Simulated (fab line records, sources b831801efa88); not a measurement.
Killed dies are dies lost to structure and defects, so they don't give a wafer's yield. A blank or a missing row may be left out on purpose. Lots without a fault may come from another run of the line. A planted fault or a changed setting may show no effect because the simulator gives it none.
fab line records | flow sky130
record lots=10 wafers=30 last_day=50
route steps=708 shown POLY_CUT@319 SD_P@331 METAL1@450 CAPM@539 PAD_OPEN@708
lots that met no fault: from a run of the same line without faults
start_h: hours from the record's first day to the start of the lot's first wafer shown | wait_h: hours since the lot's step before | " the same as in the row above | L1.1+2: a row that stands for several wafers | - no value, or no start given | * or withheld: withheld | < > ~ a bound
route shown NAME@n: a module of which the file shows steps, and the number in the route of the first | usual: mean/standard deviation of fault-free wafers | same: alike in all rows | chamber/n: place in a boat | sites: the reading at each site | _std_site: their standard deviation | _edge_site: outer sites' mean less inner sites' | radius_mm: how far each site lies from the wafer's centre | mask NAME#n: copy n | behind: the tool/chamber that last shaped the wafer | hold: why the lot was held/for how many hours/how that ended | device: the transistor (n, p or np) that didn't switch | end of line: the same wafers' tests at the end of the route | a step without rows: its recipe alone | killed: dies lost to structure and defects at the first sort, not the wafer's yield | map: a wafer's dies, x killed, . not, _ none there
set.NAME: the setting as run; set.NAME@STEP: as run at that earlier step | model.NAME: the simulator's own value behind a step, which no gauge read
steps of the route over a sample of lots; a table a step, a row a wafer
services: from which hour (start_h, from the record's first day; less than 0 if before it) a tool's chamber was out of use, for how many hours, and why
## steps
# step SKY_POLY_CUT_STRIP_12
# recipe chemistry=O2/N2 power_w=1400 pressure_mtorr=1500 platen_temp_c=withheld o2_flow_sccm=3000 n2_flow_sccm=300 overash_fraction=0.5
# usual drypump_motor_current_A=5.5/0.34 o2_flow_sccm=2999/9 oes_product_au=0.452/0.0047 strip_time_to_endpoint_s=5.359/0.019
# same overash_fraction=0.5
# columns lot.wafer tool chamber start_h wait_h drypump_motor_current_A o2_flow_sccm oes_product_au rf_hours_counter_h strip_time_to_endpoint_s
L844.4 plasma_asher-03 1 558.09 0.1 5.6 3000 0.454 - 5.343
L844.5 " 1 " " 5.6 2989 0.456 - 5.359
L844.6 " 0 " " 5.5 3004 0.453 - 5.359
L845.2 plasma_asher-01 1 580.11 0.0 5.6 3002 0.452 91 5.382
L845.5 " 0 " " 5.6 3016 0.456 - 5.389
L845.6 " 1 " " 5.5 3014 0.445 - 5.387
L854.1 plasma_asher-02 1 648.59 0.0 4.8 2995 0.458 75 5.380
L854.3 " 0 " " 5.9 3017 0.453 - 5.373
L854.5 " 0 " " 5.8 3005 0.457 - 5.366
L855.2 plasma_asher-01 1 655.09 0.0 5.5 3001 0.451 99 5.361
L855.3 " 1 " " 5.5 2995 0.459 - 5.376
L855.5 " 0 " " 5.6 3000 0.457 - 5.348
L857.2 plasma_asher-03 1 670.05 0.0 5.6 2988 0.453 22 5.373
L857.4 " 1 " " 5.6 2985 0.447 - 5.395
L857.5 " 0 " " 5.6 2976 0.452 - 5.367
L860.2 plasma_asher-01 0 692.11 0.0 5.6 2987 0.445 103 5.381
L860.4 " 0 " " 5.6 2997 0.441 - 5.356
L860.6 " 0 " " 5.6 2982 0.457 - 5.390
L861.1 plasma_asher-01 1 712.36 0.0 5.6 3012 0.452 105 5.338
L861.2 " 0 " " 5.6 3010 0.459 105 5.357
L861.3 " 1 " " 5.5 3001 0.444 - 5.321
L863.1 plasma_asher-03 1 720.21 0.0 5.6 3003 0.447 27 5.386
L863.4 " 1 " " 5.6 3003 0.451 - 5.382
L863.6 " 1 " " 5.6 2995 0.458 - 5.362
L866.1 plasma_asher-02 1 739.71 0.0 4.7 2991 0.449 86 5.354
L866.4 " 0 " " 5.8 2995 0.444 - 5.381
L866.6 " 1 " " 4.7 3001 0.455 - 5.348
L867.1 plasma_asher-03 0 743.96 0.0 5.5 2992 0.454 30 5.323
L867.2 " 1 " " 5.6 3012 0.461 30 5.345
L867.4 " 0 " " 5.5 2999 0.446 - 5.321
# step SKY_SD_P_TW_MEAS_11
# usual SD_P_TW=2825/20
# columns lot.wafer tool chamber start_h wait_h SD_P_TW
L844.4 film_metro-01 - 588.45 0.1 2875
L844.5 " - " " 2849
L844.6 " - " " 2857
L845.2 film_metro-03 - 609.23 0.1 2823
L845.5 " - " " 2829
L845.6 " - " " 2830
L854.1 film_metro-03 - 677.04 0.1 2820
L854.3 " - " " 2822
L854.5 " - " " 2851
L855.2 film_metro-04 - 683.70 0.1 2794
L855.3 " - " " 2781
L855.5 " - " " 2774
L857.2 film_metro-01 - 699.22 0.1 2840
L857.4 " - " " 2853
L857.5 " - " " 2833
L860.2 film_metro-04 - 720.83 0.1 2794
L860.4 " - " " 2807
L860.6 " - " " 2814
L861.1 film_metro-01 - 740.34 0.1 2853
L861.2 " - " " 2851
L861.3 " - " " 2852
L863.1 film_metro-03 - 748.64 0.1 2800
L863.4 " - " " 2791
L863.6 " - " " 2804
L866.1 film_metro-01 - 766.76 0.1 2838
L866.4 " - " " 2843
L866.6 " - " " 2852
L867.1 film_metro-03 - 771.37 0.1 2804
L867.2 " - " " 2814
L867.4 " - " " 2809
# step SKY_METAL1_OVL_MEAS_16
# usual METAL1_OVL=-2/4.1
# columns lot.wafer tool chamber start_h wait_h METAL1_OVL[nm]
L844.4 overlay-02 - 764.72 0.1 -1
L844.5 " - " " -5
L844.6 " - " " -4
L845.2 overlay-02 - 784.06 0.1 0
L845.5 " - " " 3
L845.6 " - " " -6
L854.1 overlay-02 - 846.81 0.1 1
L854.3 " - " " -6
L854.5 " - " " -10
L855.2 overlay-02 - 850.80 0.1 -3
L855.3 " - " " 1
L855.5 " - " " -3
L857.2 overlay-02 - 868.83 0.1 4
L857.4 " - " " -3
L857.5 " - " " -4
L860.2 overlay-02 - 887.46 0.1 0
L860.4 " - " " -2
L860.6 " - " " 5
L861.1 overlay-02 - 905.20 0.1 1
L861.2 " - " " 8
L861.3 " - " " -1
L863.1 overlay-01 - 912.62 0.1 -3
L863.4 " - " " -4
L863.6 " - " " -14
L866.1 overlay-01 - 929.34 0.1 -9
L866.4 " - " " -8
L866.6 " - " " 2
L867.1 overlay-02 - 934.34 0.1 4
L867.2 " - " " 2
L867.4 " - " " -3
# step SKY_CAPM_SPUTTER_02
# recipe material=TiN target_thk_nm=200 temp_c=300 power_w=6500 time_s=166.7 chamber_pressure_pa=0.4
# usual throttle_valve_pct=30.6/1.1
# columns lot.wafer tool chamber start_h wait_h throttle_valve_pct
L844.4 pvd_sputter-01 - 850.89 0.0 32.2
L844.5 " - " " 29.9
L844.6 " - " " 32.4
L845.2 pvd_sputter-03 - 871.43 0.0 30.1
L845.5 " - " " 31.8
L845.6 " - " " 30.2
L854.1 pvd_sputter-01 - 930.28 0.1 30.7
L854.3 " - " " 32.3
L854.5 " - " " 29.8
L855.2 pvd_sputter-01 - 933.60 0.0 29.9
L855.3 " - " " 30.7
L855.5 " - " " 29.1
L857.2 pvd_sputter-02 - 952.07 0.0 31.4
L857.4 " - " " 30.4
L857.5 " - " " 31.5
L860.2 pvd_sputter-02 - 968.53 0.0 29.8
L860.4 " - " " 28.7
L860.6 " - " " 28.8
L861.1 pvd_sputter-02 - 984.93 0.1 28.9
L861.2 " - " " 29.8
L861.3 " - " " 30.3
L863.1 pvd_sputter-02 - 993.03 0.1 31.6
L863.4 " - " " 28.9
L863.6 " - " " 28.8
L866.1 pvd_sputter-02 - 1008.02 0.1 29.8
L866.4 " - " " 29.0
L866.6 " - " " 31.2
L867.1 pvd_sputter-01 - 1012.74 0.1 29.4
L867.2 " - " " 30.9
L867.4 " - " " 32.1
# step SKY_CAPM_RS_MEAS_03
# recipe thk_meas_gauge=four-point-probe reads=TiN_of_CAPM_SPUTTER_02
# usual CAPM_TIN_RS=6.91/0.059
# columns lot.wafer tool chamber start_h wait_h CAPM_TIN_RS[ohm/sq]
L844.4 film_metro-02 - 851.06 0.1 6.88
L844.5 " - " " 6.90
L844.6 " - " " 6.91
L845.2 film_metro-04 - 871.56 0.1 7.02
L845.5 " - " " 7.03
L845.6 " - " " 7.01
L854.1 film_metro-03 - 930.39 0.1 6.90
L854.3 " - " " 7.41
L854.5 " - " " 6.86
L855.2 film_metro-03 - 933.73 0.1 6.78
L855.3 " - " " 7.45
L855.5 " - " " 6.89
L857.2 film_metro-02 - 952.20 0.1 6.87
L857.4 " - " " 6.95
L857.5 " - " " 6.87
L860.2 film_metro-03 - 968.66 0.1 7.00
L860.4 " - " " 6.92
L860.6 " - " " 6.89
L861.1 film_metro-02 - 985.04 0.1 6.86
L861.2 " - " " 6.75
L861.3 " - " " 6.94
L863.1 film_metro-03 - 993.14 0.1 6.88
L863.4 " - " " 6.86
L863.6 " - " " 6.90
L866.1 film_metro-03 - 1008.13 0.1 6.83
L866.4 " - " " 6.85
L866.6 " - " " 6.86
L867.1 film_metro-03 - 1012.85 0.1 6.95
L867.2 " - " " 6.96
L867.4 " - " " 6.87
# step SKY_CAPM_THK_MEAS_04
# recipe thk_meas_gauge=xrf reads=TiN_of_CAPM_SPUTTER_02
# usual CAPM_TIN_THK=198.8/1.8
# columns lot.wafer tool chamber start_h wait_h CAPM_TIN_THK[nm]
L844.4 film_metro-02 - 851.15 0.1 199.1
L844.5 " - " " 200.7
L844.6 " - " " 199.3
L845.2 film_metro-04 - 871.67 0.1 196.3
L845.5 " - " " 196.3
L845.6 " - " " 197.0
L854.1 film_metro-03 - 930.51 0.1 198.8
L854.3 " - " " 184.0
L854.5 " - " " 198.1
L855.2 film_metro-03 - 933.84 0.1 201.3
L855.3 " - " " 183.5
L855.5 " - " " 197.8
L857.2 film_metro-02 - 952.31 0.1 200.4
L857.4 " - " " 198.5
L857.5 " - " " 200.1
L860.2 film_metro-03 - 968.77 0.1 196.8
L860.4 " - " " 198.8
L860.6 " - " " 199.6
L861.1 film_metro-02 - 985.16 0.1 200.8
L861.2 " - " " 203.0
L861.3 " - " " 196.9
L863.1 film_metro-03 - 993.26 0.1 199.4
L863.4 " - " " 199.4
L863.6 " - " " 198.5
L866.1 film_metro-03 - 1008.25 0.1 201.1
L866.4 " - " " 200.1
L866.6 " - " " 199.7
L867.1 film_metro-03 - 1012.97 0.1 197.6
L867.2 " - " " 197.1
L867.4 " - " " 198.6
# step SKY_CAPM_METAL_ETCH_13
# recipe target_depth_nm=220 stop_on=SiO2 chemistry=Cl2/BCl3 target=TiN pressure_mtorr=10 icp_w=900 bias_w=48.5 Cl2_flow_sccm=60 bcl3_flow_sccm=30 time_s=62.9
# usual drypump_motor_current_A=5.6/0.32 he_backside_leak_sccm=3.38/0.22 oes_product_au=0.941/0.0069 throttle_valve_pct=21.902/0.01
# columns lot.wafer tool chamber start_h wait_h drypump_motor_current_A he_backside_leak_sccm oes_product_au rf_hours_counter_h throttle_valve_pct
L844.4 rie_metal-04 0 877.16 0.0 5.6 3.05 0.944 - 21.886
L844.5 " 0 " " 5.6 2.96 0.943 - 21.899
L844.6 " 1 " " 5.6 3.36 0.927 - 21.907
L845.2 rie_metal-04 1 896.24 0.0 5.6 3.56 0.931 10 21.884
L845.5 " 0 " " 5.6 3.23 0.927 - 21.918
L845.6 " 1 " " 5.6 3.53 0.936 - 21.898
L854.1 rie_metal-01 0 954.09 0.0 5.2 3.44 0.949 0 21.914
L854.3 " 1 " " 5.9 3.32 0.902 - 21.930
L854.5 " 0 " " 5.2 3.43 0.941 - 21.917
L855.2 rie_metal-04 1 958.31 0.0 5.6 3.61 0.946 14 21.877
L855.3 " 1 " " 5.6 3.76 0.898 - 21.910
L855.5 " 1 " " 5.6 3.56 0.937 - 21.915
L857.2 rie_metal-01 1 976.48 0.0 5.9 2.89 0.952 - 21.901
L857.4 " 1 " " 5.9 3.11 0.936 - 21.879
L857.5 " 1 " " 5.9 3.18 0.935 - 21.899
L860.2 rie_metal-02 1 992.26 0.0 6.0 3.32 0.933 13 21.902
L860.4 " 1 " " 6.0 3.31 0.941 - 21.909
L860.6 " 1 " " 6.0 3.45 0.946 - 21.916
L861.1 rie_metal-04 1 1007.71 0.0 5.6 3.51 0.948 16 21.895
L861.2 " 0 " " 5.6 3.18 0.949 15 21.901
L861.3 " 0 " " 5.6 3.33 0.932 - 21.915
L863.1 rie_metal-01 1 1015.67 0.0 5.9 3.07 0.943 21 21.907
L863.4 " 1 " " 5.9 3.17 0.946 - 21.882
L863.6 " 1 " " 5.9 3.33 0.943 - 21.905
L866.1 rie_metal-02 1 1030.52 0.0 6.0 3.65 0.949 15 21.900
L866.4 " 0 " " 5.1 3.29 0.957 - 21.897
L866.6 " 1 " " 6.0 3.53 0.951 - 21.898
L867.1 rie_metal-04 0 1035.59 0.0 5.6 3.49 0.947 16 21.907
L867.2 " 1 " " 5.6 3.67 0.938 18 21.903
L867.4 " 1 " " 5.6 3.86 0.946 - 21.905
# step SKY_PAD_OPEN_PROBE_99
# usual defect_limited_yield=82.5/2 killed_at_M0_to_M3=44/7 killed_at_M4_up=3.0/1.7 killed_at_contacts=24/5.2 killed_at_front_end=15/4.8 killed_at_other=0.2/0.56 killed_dies=86/9.7 killed_open=47/7.1 killed_short=39/6.3 sort_bin_3_pad_short=0.9/0.4 sort_bin_5_function=10.3/1.6 sort_bin_6_memory=6.3/1.2 sort_n_pass=406/9.7 sort_yield_pct=82.5/2
# same gross_dies=492 killed_at_back_side=0 sort_bin_4_leakage[%]=0 sort_bin_8_speed[%]=0
# columns lot.wafer tool chamber start_h wait_h defect_limited_yield[%] killed_at_M0_to_M3 killed_at_M4_up killed_at_contacts killed_at_front_end killed_at_other killed_dies killed_open killed_short sort_bin_3_pad_short[%] sort_bin_5_function[%] sort_bin_6_memory[%] sort_n_pass sort_yield_pct[%]
L860.2 prober-01 - 1170.74 0.1 82.3 44 3 25 15 0 87 42 45 0.8 9.8 7.1 405 82.3
L863.1 prober-01 - 1187.75 0.1 85.8 37 3 20 10 0 70 41 29 0.4 9.6 4.3 422 85.8
L863.4 prober-01 - 1187.90 0.2 86.2 32 1 24 11 0 68 40 28 0.6 7.1 6.1 424 86.2
L863.6 prober-01 - 1188.00 0.2 84.8 33 0 20 22 0 75 42 32 0.8 7.7 6.7 417 84.8
L866.1 prober-01 - 1198.40 0.1 85.4 46 1 11 14 0 72 42 29 1.0 8.7 4.9 420 85.4
L866.4 prober-01 - 1198.55 0.2 81.7 50 5 22 13 0 90 49 40 0.4 10.4 7.5 402 81.7
L866.6 prober-01 - 1198.65 0.2 81.9 50 2 25 12 0 89 56 32 0.6 10.2 7.3 403 81.9
# killed by level:class
L860.2 VIA1:geometric_particle:open=11 CONTACT:geometric_particle:open=8 METAL1:geometric_particle:short=7 FIELD_ISO:geometric_particle:short=6 LI_CONTACT:geometric_particle:short=6 LI_CONTACT:geometric_particle:open=5 METAL2:geometric_particle:short=5 CONTACT:geometric_particle:short=4
L863.1 VIA1:geometric_particle:open=9 CONTACT:geometric_particle:open=8 METAL1:geometric_particle:short=6 VIA2:geometric_particle:open=5 VIA3:geometric_particle:open=5 LI_CONTACT:geometric_particle:open=4 VIA1:geometric_particle:short=4 FIELD_ISO:geometric_particle:open=3
L863.4 CONTACT:geometric_particle:open=11 VIA1:geometric_particle:open=11 FIELD_ISO:geometric_particle:short=8 LI_CONTACT:geometric_particle:open=6 METAL2:geometric_particle:short=6 VIA2:geometric_particle:open=4 LOCAL_INTERCONNECT:geometric_particle:short=3 VIA2:geometric_particle:short=3
L863.6 CONTACT:geometric_particle:open=11 VIA1:geometric_particle:open=8 FIELD_ISO:geometric_particle:open=7 POLY_GATE:geometric_particle:short=5 VIA2:geometric_particle:open=5 FIELD_ISO:geometric_particle:short=4 METAL2:geometric_particle:short=4 LI_CONTACT:geometric_particle:open=3
L866.1 VIA1:geometric_particle:open=14 VIA1:geometric_particle:short=8 METAL1:geometric_particle:short=5 VIA2:geometric_particle:open=5 LI_CONTACT:geometric_particle:open=4 VIA3:geometric_particle:open=4 POLY_GATE:geometric_particle:open=3 POLY_CUT:geometric_particle:open=3
L866.4 VIA3:geometric_particle:open=15 VIA1:geometric_particle:open=7 LI_CONTACT:geometric_particle:open=7 METAL2:geometric_particle:short=7 CONTACT:geometric_particle:open=6 FIELD_ISO:geometric_particle:open=4 METAL3:geometric_particle:short=4 VIA2:geometric_particle:open=4
L866.6 VIA1:geometric_particle:open=16 CONTACT:geometric_particle:open=10 VIA3:geometric_particle:open=9 LI_CONTACT:geometric_particle:open=6 VIA2:geometric_particle:open=5 CONTACT:geometric_particle:short=4 METAL1:geometric_particle:short=4 VIA1:geometric_particle:short=4
## services
# columns tool chamber start_h hours kind
pvd_sputter-01 - 535.25 6.5 repair
rie_metal-02 - 539.32 14.6 pm
plasma_asher-03 - 540.34 4.3 pm
pvd_sputter-01 - 568.40 2.6 repair
rie_metal-01 - 595.47 2.8 pm
pvd_sputter-01 - 603.61 17.2 repair
pvd_sputter-01 - 614.58 0.8 repair
plasma_asher-03 - 618.50 5.6 repair
plasma_asher-03 - 638.39 21.8 repair
plasma_asher-01 - 668.19 2.0 repair
rie_metal-01 - 690.97 4.9 repair
plasma_asher-01 - 733.75 9.0 pm
pvd_sputter-01 - 754.63 6.9 repair
rie_metal-04 - 791.00 2.8 pm
plasma_asher-01 - 793.08 2.8 pm
plasma_asher-03 - 827.67 14.6 pm
pvd_sputter-01 - 901.78 2.0 repair
rie_metal-04 0 908.29 1.8 repair
pvd_sputter-01 - 918.80 6.6 repair
rie_metal-04 0 923.60 20.7 repair
rie_metal-04 - 959.22 4.3 pm
plasma_asher-03 - 959.30 0.5 repair
rie_metal-01 0 975.19 22.9 repair
rie_metal-04 - 1008.66 1.3 repair
## key
first_sign step=SKY_CAPM_RS_MEAS_03 reading=CAPM_TIN_RS direction=up sigmas=8.7 usual=6.91 struck=7.43
effect step=SKY_CAPM_THK_MEAS_04 reading=CAPM_TIN_THK direction=down sigmas=8.4 usual=198.8 struck=183.8
effect step=SKY_CAPM_METAL_ETCH_13 reading=oes_product_au direction=down sigmas=5.9 usual=0.941 struck=0.900
met_at SKY_CAPM_SPUTTER_02
struck_lots L854,L855
struck_wafers L854.3,L855.3
not_acting_at SKY_POLY_CUT_STRIP_12,SKY_SD_P_TW_MEAS_11,SKY_METAL1_OVL_MEAS_16
onset_between 850.89 930.28
fault kind=process_parameter_drift tool=pvd_sputter-01 chamber=- onset_h=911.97 steps=SKY_CAPM_SPUTTER_02 channel=target_thk_nm offset=-14.833 shape=step end_h=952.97 scope=struck_wafers_only acts_in=these_recipes_only stated=200
